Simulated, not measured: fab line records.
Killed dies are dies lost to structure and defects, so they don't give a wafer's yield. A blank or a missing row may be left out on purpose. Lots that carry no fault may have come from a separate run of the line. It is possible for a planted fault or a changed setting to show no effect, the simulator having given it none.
fab line records -- flow sky130
record: lots: 15, wafers: 45, last-day: 50
route steps=708 shown FIELD_ISO@14 DNWELL@41 PWDE@52
lots that met no fault: taken from a fault-free run of the same line
start-h: hours from the record's first day to the start of the lot's first wafer shown -- wait-h: hours since the lot's step before -- " the same as in the row above -- L1.1+2: a row that stands for several wafers -- - no value, or no start given -- * or withheld: withheld -- < > ~ a bound
route shown NAME@n: names a module that has steps shown in the file, with the first one's number in the route -- usual: mean and standard deviation over wafers with no fault -- same: alike in all rows -- chamber/n: place in a boat -- sites: readings site by site -- _std_site: standard deviation of those values -- _edge_site: the outer-site mean with the inner-site mean subtracted -- radius-mm: how far each site lies from the wafer's centre -- mask NAME#n: copy n -- behind: the tool/chamber that last shaped the wafer -- hold: why the lot went on hold/how many hours it stayed there/how the hold came to an end -- device: the n, p or np transistor that did not switch -- end of line: the route-end tests of the same wafers -- a step without rows: its recipe alone -- killed: dies that structure and defects cost at the first sort, which is not the same as the wafer's yield -- map: shows each die of a wafer: x if killed, . if not, _ if none is there
set.NAME: the setting the step ran with; set.NAME@STEP: the setting that earlier step ran with -- model.NAME: the simulator's own value behind a step, which no gauge read
steps of the route over a sample of lots; a table a step, a row a wafer
== steps ==
step: SKY_FIELD_ISO_CD_MEAS_13
recipe: target-cd-nm: 150
usual: cd-nm: 149.5/1.2
lot.wafer,tool,chamber,start-h,wait-h,cd-nm
L903.2,cd-sem-02,-,39.44,-,150.3
L903.3,cd-sem-02,-,39.44,-,148.9
L903.5,cd-sem-02,-,39.44,-,149.3
L904.2,cd-sem-01,-,44.07,-,148.2
L904.4,cd-sem-01,-,44.07,-,150.4
L904.5,cd-sem-01,-,44.07,-,148.9
L905.1,cd-sem-01,-,49.80,-,149.7
L905.2,cd-sem-01,-,49.80,-,149.5
L905.3,cd-sem-01,-,49.80,-,149.9
L907.2,cd-sem-01,-,60.77,-,148.2
L907.3,cd-sem-01,-,60.77,-,148.2
L907.6,cd-sem-01,-,60.77,-,147.9
L908.2,cd-sem-01,-,65.57,-,147.4
L908.3,cd-sem-01,-,65.57,-,147.1
L908.6,cd-sem-01,-,65.57,-,148.9
L909.1,cd-sem-01,-,72.60,-,151.1
L909.3,cd-sem-01,-,72.60,-,150.7
L909.6,cd-sem-01,-,72.60,-,151.6
L910.2,cd-sem-01,-,78.94,-,148.4
L910.3,cd-sem-01,-,78.94,-,148.0
L910.4,cd-sem-01,-,78.94,-,146.8
L911.1,cd-sem-02,-,84.90,-,150.5
L911.2,cd-sem-02,-,84.90,-,151.3
L911.5,cd-sem-02,-,84.90,-,152.1
L912.1,cd-sem-02,-,89.95,-,149.6
L912.2,cd-sem-02,-,89.95,-,150.4
L912.4,cd-sem-02,-,89.95,-,149.3
L915.2,cd-sem-01,-,101.79,-,149.5
L915.3,cd-sem-01,-,101.79,-,149.6
L915.6,cd-sem-01,-,101.79,-,149.5
L916.1,cd-sem-02,-,105.80,-,149.8
L916.4,cd-sem-02,-,105.80,-,150.8
L916.5,cd-sem-02,-,105.80,-,150.4
L918.2,cd-sem-02,-,118.89,-,149.0
L918.3,cd-sem-02,-,118.89,-,149.3
L918.5,cd-sem-02,-,118.89,-,148.1
L919.1,cd-sem-02,-,122.89,-,149.7
L919.2,cd-sem-02,-,122.89,-,151.0
L919.4,cd-sem-02,-,122.89,-,151.2
L920.2,cd-sem-02,-,129.23,-,148.8
L920.5,cd-sem-02,-,129.23,-,148.7
L920.6,cd-sem-02,-,129.23,-,150.3
L924.2,cd-sem-01,-,150.36,-,150.7
L924.5,cd-sem-01,-,150.36,-,150.1
L924.6,cd-sem-01,-,150.36,-,149.2
step: SKY_FIELD_ISO_THK_MEAS_25
recipe: reads: SiO2_of_FIELD_ISO_CVD_24
usual: FIELD_ISO_CVD_24_THK: 596/5.7
lot.wafer,tool,chamber,start-h,wait-h,FIELD_ISO_CVD_24_THK[nm]
L903.2,film-metro-02,-,41.42,0.0,594
L903.3,film-metro-02,-,41.42,0.0,603
L903.5,film-metro-02,-,41.42,0.0,596
L904.2,film-metro-02,-,46.04,0.0,606
L904.4,film-metro-02,-,46.04,0.0,607
L904.5,film-metro-02,-,46.04,0.0,599
L905.1,film-metro-02,-,55.43,0.0,598
L905.2,film-metro-02,-,55.43,0.0,599
L905.3,film-metro-02,-,55.43,0.0,596
L907.2,film-metro-04,-,63.91,0.0,596
L907.3,film-metro-04,-,63.91,0.0,606
L907.6,film-metro-04,-,63.91,0.0,585
L908.2,film-metro-04,-,72.25,0.0,585
L908.3,film-metro-04,-,72.25,0.0,592
L908.6,film-metro-04,-,72.25,0.0,592
L909.1,film-metro-04,-,75.24,0.0,590
L909.3,film-metro-04,-,75.24,0.0,590
L909.6,film-metro-04,-,75.24,0.0,591
L910.2,film-metro-04,-,80.90,0.0,599
L910.3,film-metro-04,-,80.90,0.0,598
L910.4,film-metro-04,-,80.90,0.0,601
L911.1,film-metro-02,-,87.94,0.0,602
L911.2,film-metro-02,-,87.94,0.0,593
L911.5,film-metro-02,-,87.94,0.0,604
L912.1,film-metro-02,-,92.51,0.0,600
L912.2,film-metro-02,-,92.51,0.0,594
L912.4,film-metro-02,-,92.51,0.0,597
L915.2,film-metro-03,-,104.33,0.0,595
L915.3,film-metro-03,-,104.33,0.0,596
L915.6,film-metro-03,-,104.33,0.0,596
L916.1,film-metro-04,-,108.70,0.0,592
L916.4,film-metro-04,-,108.70,0.0,587
L916.5,film-metro-04,-,108.70,0.0,606
L918.2,film-metro-02,-,121.33,0.0,595
L918.3,film-metro-02,-,121.33,0.0,591
L918.5,film-metro-02,-,121.33,0.0,591
L919.1,film-metro-03,-,125.10,0.1,600
L919.2,film-metro-03,-,125.10,0.1,603
L919.4,film-metro-03,-,125.10,0.1,599
L920.2,film-metro-04,-,131.40,0.0,593
L920.5,film-metro-04,-,131.40,0.0,592
L920.6,film-metro-04,-,131.40,0.0,593
L924.2,film-metro-04,-,153.04,0.0,597
L924.5,film-metro-04,-,153.04,0.0,595
L924.6,film-metro-04,-,153.04,0.0,596
step: SKY_DNWELL_DEVELOP_06
recipe: wall-angle-deg: 90, developer: TMAH, develop-time-s: 60, dev-temp-c: 23
usual: chill-plate-temp-C: 22.96/0.1, develop-time-s: 60/0
lot.wafer,tool,chamber,start-h,wait-h,chill-plate-temp-C,develop-time-s
L903.2,litho-track-03,0,60,-,23.07,60
L903.3,litho-track-03,0,61,-,22.91,60
L903.5,litho-track-03,0,61,-,23.01,60
L904.2,litho-track-03,0,66,-,22.97,60
L904.4,litho-track-03,0,66,-,23.09,60
L904.5,litho-track-03,0,67,-,22.92,60
L905.1,litho-track-04,0,84,-,23.09,60
L905.2,litho-track-04,0,84,-,23.19,60
L905.3,litho-track-04,0,84,-,22.93,60
L907.2,litho-track-02,-,90,-,-,-
L907.3,litho-track-02,-,90,-,-,-
L907.6,litho-track-02,-,90,-,-,-
L908.2,litho-track-02,-,96,-,-,-
L908.3,litho-track-02,-,96,-,-,-
L908.6,litho-track-02,-,97,-,-,-
L909.1,litho-track-04,-,98,-,-,-
L909.3,litho-track-04,-,98,-,-,-
L909.6,litho-track-04,-,98,-,-,-
L910.2,litho-track-04,0,102,-,23.01,60
L910.3,litho-track-04,0,102,-,22.79,60
L910.4,litho-track-04,0,102,-,22.82,60
L911.1,litho-track-04,0,110,-,23.05,60
L911.2,litho-track-04,0,110,-,23.26,60
L911.5,litho-track-04,0,110,-,23.12,60
L912.1,litho-track-04,0,116,-,23.02,60
L912.2,litho-track-04,0,116,-,23.08,60
L912.4,litho-track-04,0,117,-,23.02,60
L915.2,litho-track-04,0,128,-,22.94,60
L915.3,litho-track-04,0,128,-,23.10,60
L915.6,litho-track-04,0,128,-,22.86,60
L916.1,litho-track-02,0,131,-,22.81,60
L916.4,litho-track-02,0,131,-,22.83,60
L916.5,litho-track-02,0,131,-,22.73,60
L918.2,litho-track-04,0,145,-,23.04,60
L918.3,litho-track-04,0,145,-,22.88,60
L918.5,litho-track-04,0,145,-,23.11,60
L919.1,litho-track-04,0,150,-,23.00,60
L919.2,litho-track-04,0,150,-,23.16,60
L919.4,litho-track-04,0,150,-,23.10,60
L920.2,litho-track-03,0,156,-,23.07,60
L920.5,litho-track-03,0,156,-,23.12,60
L920.6,litho-track-03,0,156,-,22.89,60
L924.2,litho-track-04,0,177,-,22.90,60
L924.5,litho-track-04,0,177,-,22.92,60
L924.6,litho-track-04,0,177,-,22.89,60
step: SKY_DNWELL_TW_MEAS_09
usual: DNWELL_TW: 1110/12
lot.wafer,tool,chamber,start-h,wait-h,DNWELL_TW
L903.2,film-metro-02,-,61.36,0.1,1127
L903.3,film-metro-02,-,61.36,0.1,1127
L903.5,film-metro-02,-,61.36,0.1,1129
L904.2,film-metro-01,-,67.31,0.1,1103
L904.4,film-metro-01,-,67.31,0.1,1109
L904.5,film-metro-01,-,67.31,0.1,1110
L905.1,film-metro-02,-,84.44,0.1,1125
L905.2,film-metro-02,-,84.44,0.1,1127
L905.3,film-metro-02,-,84.44,0.1,1127
L907.2,film-metro-01,-,91.23,0.1,30
L907.3,film-metro-01,-,91.23,0.1,29
L907.6,film-metro-01,-,91.23,0.1,30
L908.2,film-metro-02,-,97.33,0.1,30
L908.3,film-metro-02,-,97.33,0.1,30
L908.6,film-metro-02,-,97.33,0.1,30
L909.1,film-metro-02,-,98.54,0.1,30
L909.3,film-metro-02,-,98.54,0.1,30
L909.6,film-metro-02,-,98.54,0.1,30
L910.2,film-metro-02,-,102.80,0.1,1111
L910.3,film-metro-02,-,102.80,0.1,1115
L910.4,film-metro-02,-,102.80,0.1,1115
L911.1,film-metro-02,-,111.14,0.1,1124
L911.2,film-metro-02,-,111.14,0.1,1120
L911.5,film-metro-02,-,111.14,0.1,1122
L912.1,film-metro-01,-,117.34,0.1,1103
L912.2,film-metro-01,-,117.34,0.1,1098
L912.4,film-metro-01,-,117.34,0.1,1106
L915.2,film-metro-01,-,128.85,0.1,1097
L915.3,film-metro-01,-,128.85,0.1,1100
L915.6,film-metro-01,-,128.85,0.1,1105
L916.1,film-metro-01,-,131.77,0.1,1096
L916.4,film-metro-01,-,131.77,0.1,1098
L916.5,film-metro-01,-,131.77,0.1,1094
L918.2,film-metro-01,-,145.84,0.1,1089
L918.3,film-metro-01,-,145.84,0.1,1092
L918.5,film-metro-01,-,145.84,0.1,1091
L919.1,film-metro-02,-,150.84,0.1,1129
L919.2,film-metro-02,-,150.84,0.1,1121
L919.4,film-metro-02,-,150.84,0.1,1117
L920.2,film-metro-02,-,156.86,0.1,1121
L920.5,film-metro-02,-,156.86,0.1,1120
L920.6,film-metro-02,-,156.86,0.1,1116
L924.2,film-metro-02,-,178.14,0.1,1119
L924.5,film-metro-02,-,178.14,0.1,1130
L924.6,film-metro-02,-,178.14,0.1,1131
step: SKY_PWDE_OVL_MEAS_07
usual: PWDE_OVL: -0.6/1.6
lot.wafer,tool,chamber,start-h,wait-h,PWDE_OVL[nm]
L903.2,overlay-02,-,76.64,-,-1.2
L903.3,overlay-02,-,76.64,-,1.2
L903.5,overlay-02,-,76.64,-,1.5
L904.2,overlay-01,-,83.84,-,2.3
L904.4,overlay-01,-,83.84,-,2.2
L904.5,overlay-01,-,83.84,-,1.4
L905.1,overlay-02,-,102.47,-,-0.1
L905.2,overlay-02,-,102.47,-,0.7
L905.3,overlay-02,-,102.47,-,1.5
L907.2,overlay-02,-,108.39,-,-2.0
L907.3,overlay-02,-,108.39,-,-0.5
L907.6,overlay-02,-,108.39,-,-0.9
L908.2,overlay-01,-,115.35,-,-1.1
L908.3,overlay-01,-,115.35,-,0.3
L908.6,overlay-01,-,115.35,-,1.1
L909.1,overlay-02,-,116.05,-,-2.7
L909.3,overlay-02,-,116.05,-,-3.0
L909.6,overlay-02,-,116.05,-,-1.4
L910.2,overlay-01,-,121.92,-,-1.7
L910.3,overlay-01,-,121.92,-,-0.1
L910.4,overlay-01,-,121.92,-,0.5
L911.1,overlay-02,-,130.04,-,0.1
L911.2,overlay-02,-,130.04,-,-3.2
L911.5,overlay-02,-,130.04,-,-1.3
L912.1,overlay-01,-,136.67,-,-4.3
L912.2,overlay-01,-,136.67,-,-1.7
L912.4,overlay-01,-,136.67,-,-2.0
L915.2,overlay-02,-,148.15,-,-1.5
L915.3,overlay-02,-,148.15,-,-0.6
L915.6,overlay-02,-,148.15,-,-2.4
L916.1,overlay-01,-,151.54,-,-0.5
L916.4,overlay-01,-,151.54,-,2.6
L916.5,overlay-01,-,151.54,-,-1.1
L918.2,overlay-02,-,165.90,-,-1.4
L918.3,overlay-02,-,165.90,-,-0.6
L918.5,overlay-02,-,165.90,-,-2.4
L919.1,overlay-02,-,170.92,-,-1.9
L919.2,overlay-02,-,170.92,-,-2.6
L919.4,overlay-02,-,170.92,-,-2.6
L920.2,overlay-01,-,177.54,-,1.7
L920.5,overlay-01,-,177.54,-,0.9
L920.6,overlay-01,-,177.54,-,1.2
L924.2,overlay-02,-,199.55,-,0.4
L924.5,overlay-02,-,199.55,-,1.5
L924.6,overlay-02,-,199.55,-,1.0
== key ==
first-sign: step: SKY_DNWELL_DEVELOP_06, reading: tool-record, direction: missing
effect: step: SKY_DNWELL_TW_MEAS_09, reading: DNWELL_TW, direction: down, sigmas: 88, usual: 1110, struck: 30
met-at SKY_DNWELL_DEVELOP_06
struck-lots L907,L908,L909
sort-left-out L907.2,L907.3,L907.6,L908.2,L908.3,L908.6,L909.1,L909.3,L909.6
tester-left-out L907,L908,L909
not-acting-at SKY_FIELD_ISO_CD_MEAS_13,SKY_FIELD_ISO_THK_MEAS_25,SKY_PWDE_OVL_MEAS_07
fault: kind: skipped-step-whole, tool: litho-track-02,litho-track-04, chamber: -, onset-h: 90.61, steps: SKY_DNWELL_DEVELOP_06, scope: struck-lots-only
tester-left-out: of these lots the tester's yield and bins aren't shown, on N5 and GAA mostly nor the transistor test; their killed dies are dies lost to structure and defects alone, not to doping, threshold or leakage, so they don't give the yield
sort-left-out: the simulated sort isn't trusted on such a fault, so these wafers' sort isn't shown, and their yield isn't known
